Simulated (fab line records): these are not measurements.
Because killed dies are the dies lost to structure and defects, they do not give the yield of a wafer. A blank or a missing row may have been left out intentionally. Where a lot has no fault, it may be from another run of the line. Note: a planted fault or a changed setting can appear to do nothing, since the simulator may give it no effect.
A lot that was struck, set against a sound lot | flow sky130 | 33 out of 708 route steps
Sound: wafers L586.1, L586.3, L586.5. Wafers L596.1, L596.2, L596.4 were the ones struck. The cause is named last.
For every step that has rows: the tool of each side, followed by ch and its chambers, followed by its first start. Under that, the readings that differ: sound wafers | struck wafers | difference of the means | sigmas: that difference in standard deviations of wafers without a fault.
alike: words and numbers the same on both sides, and readings whose means are apart by under 2 such deviations; not compared: readings that were withheld, readings missing a value for some wafer, numbers with overlapping values and no deviation given by the record, and bounds like >300 which may hide the same value.
Wherever a step has rows on one side only, a row that says differs or no value, or a row with sigmas, the two part there. Non-overlapping numbers with no deviation appear without sigmas and do not part them. A reading missing from all wafers of one side parts the sides only when that side holds two or more wafers.

first, 7 steps without rows for these wafers: SKY_SONOS_TUNNEL_DEVELOP_06 (develop time 60 s); SKY_SONOS_TUNNEL_IMPLANT_09; SKY_SONOS_TUNNEL_WET_ETCH_10 (etches SiO2 in dHF, target depth 14 nm, time 280 s); SKY_SONOS_TUNNEL_STRIP_11 (strips in SPM, time 600 s); SKY_SONOS_TUNNEL_CLEAN_13 (cleans in dHF, time 20 s); SKY_SONOS_ONO_OXIDATION_00 (stabilise 600 s, purge 300 s, target thk 2.6 nm); SKY_SONOS_ONO_CVD_02 (deposits Si3N4 from DCS/NH3, target thk 10.5 nm, time 180 s).
SKY_SONOS_ONO_CVD_04: deposits SiO2 from SiH4/N2O, target thk 5.7199 nm.
  sound on lpcvd-03 ch 1, day 12 12:53; struck on lpcvd-03 ch 1, day 15 19:43
  reading                                    | sound             | struck            | difference | sigmas
  spike_tc_bottom_C (C)                      | 914.6 915.5 914.9 | 909.2 910.0 909.1 | -5.6       | -3
  spike_tc_centre_C (C)                      | 900.2 900.2 899.2 | 897.1 894.5 897.3 | -3.6       | -4
  spike_tc_lower_C (C)                       | 899.7 898.7 900.0 | 931.8 933.6 932.9 | +33.3      | +24
  zone_power_bottom_pct (%)                  | 25.3 25.2 25.0    | 19.8 20.4 20.0    | -5.1       | -3
  zone_power_centre_pct (%)                  | 18.0 18.1 18.0    | 12.1 12.1 12.1    | -5.9       | -8
  zone_power_lower_pct (%)                   | 16.3 15.8 16.0    | 28.9 28.5 28.2    | +12.5      | +5
  model.SiO2_of_SONOS_ONO_CVD_04.thk_nm (nm) | 5.541 5.562 5.526 | 6.79 7.018 7.034  | +1.40      |
SKY_SONOS_ONO_THK_MEAS_05:
  sound on film_metro-03 at day 12 14:46; struck on film_metro-03 at day 15 21:12
  reading                   | sound          | struck         | difference | sigmas
  SONOS_ONO_CVD_04_THK (nm) | 5.56 5.55 5.56 | 6.84 6.99 7.07 | +1.41      | +13
  not compared: hold
then, 22 steps without rows for these wafers: SKY_SONOS_ONO_HMDS_07 (prime time 60 s); SKY_SONOS_ONO_COAT_08 (resist thk 1140 nm); SKY_SONOS_ONO_SOFTBAKE_09 (time 60 s); SKY_SONOS_ONO_EXPOSE_10 (exposes mask ONOM, target cd 410 nm); SKY_SONOS_ONO_PEB_11; SKY_SONOS_ONO_DEVELOP_12 (develop time 60 s); SKY_SONOS_ONO_ETCH_15 (etches the open film in CHF3/O2, target depth 19.52 nm, time 7.8 s); SKY_SONOS_ONO_WET_ETCH_16 (etches SiO2 in dHF, target depth 14 nm, time 280 s); SKY_SONOS_ONO_STRIP_17 (strips in O2/N2); SKY_SONOS_ONO_WET_ETCH_18 (etches Si3N4 in H3PO4, target depth 15 nm, time 172 s); SKY_GATE_OXIDE_CLEAN_00 (cleans in SC1/SC2, time 150 s); SKY_GATE_OXIDE_OXIDATION_01 (stabilise 600 s, purge 300 s, target thk 10.268 nm); SKY_GATE_OXIDE_DEHYDRATE_03 (time 60 s); SKY_GATE_OXIDE_HMDS_04 (prime time 60 s); SKY_GATE_OXIDE_COAT_05 (resist thk 1140 nm); SKY_GATE_OXIDE_SOFTBAKE_06 (time 60 s); SKY_GATE_OXIDE_EXPOSE_07 (exposes mask LVOM, target cd 600 nm); SKY_GATE_OXIDE_PEB_08; SKY_GATE_OXIDE_DEVELOP_09 (develop time 60 s); SKY_GATE_OXIDE_IMPLANT_11; SKY_GATE_OXIDE_WET_ETCH_12 (etches SiO2 in dHF, target depth 16.8 nm, time 336 s); SKY_GATE_OXIDE_STRIP_13 (strips in O2/N2).
-- the record jumps here: 3 days lie between the struck wafers' starts before and after --
SKY_GATE_OXIDE_CLEAN_15: cleans in SC1/SC2, time 150 s.
  sound on wet_bench-01 ch 0, day 14 19:42; struck on wet_bench-02 ch 2, day 18 09:49
  reading                                    | sound             | struck           | difference | sigmas
  model.SiO2_of_SONOS_ONO_CVD_04.thk_nm (nm) | 4.016 4.034 3.989 | 5.27 5.499 5.518 | +1.42      |
  alike: temp_c
-- here the record skips 31 days between the struck wafers' starts before and after, leaving off in module GATE_OXIDE and picking up in module PAD_OPEN (first step shown: number 708 of the route) --
SKY_PAD_OPEN_PROBE_99:
  sound on prober-01 at day 46 11:32; struck on prober-01 at day 48 22:44
  reading                                     | sound                | struck               | difference | sigmas
  killed_at_front_end                         | 15 26 20             | 13 12 9              | -9         | -2
  model.etest.sonos_erased.drive_ua_um        | 216.6 229.9 216.3    | 126.7 109.6 135.4    | -97.0      |
  model.etest.sonos_uncharged.r_on_ohm_um     | 799.7 796.6 798      | 873.8 850.5 876.7    | +68.9      |
  model.etest.cap_ono.gate_log10_a_cm2        | -7.523 -7.553 -7.362 | -9.427 -9.54 -9.633  | -2.054     |
  model.etest.cap_ono.gate_bv_v (V)           | 16.19 16.1 15.34     | 17.81 17.56 17.7     | +1.81      |
  model.etest.sonos_programmed.off_log10_a_um | -14.07 -14.04 -14.08 | -12.74 -11.75 -11.07 | +2.21      |
  model.etest.cap_ono.tox_acc_nm (nm)         | 12.56 12.5 12.5      | 14.01 14.12 14.22    | +1.60      |
  model.etest.sonos_programmed.vt_v (V)       | 1.583 1.628 1.638    | 0.8249 0.7516 0.6714 | -0.8670    |
  model.etest.sonos_erased.vt_v (V)           | -2.431 -2.441 -2.451 | -1.683 -1.575 -1.591 | +0.825     |
  alike: killed_at_M0_to_M3, killed_at_M4_up, killed_at_contacts, killed_at_other, killed_dies, killed_open, killed_short

== WHERE THEY PART ==
First at SKY_SONOS_ONO_CVD_04; last, within this record, at SKY_PAD_OPEN_PROBE_99.

WHY: what had been put in by the simulator
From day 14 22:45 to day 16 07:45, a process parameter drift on lpcvd-03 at SKY_SONOS_ONO_CVD_04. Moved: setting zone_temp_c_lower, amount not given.
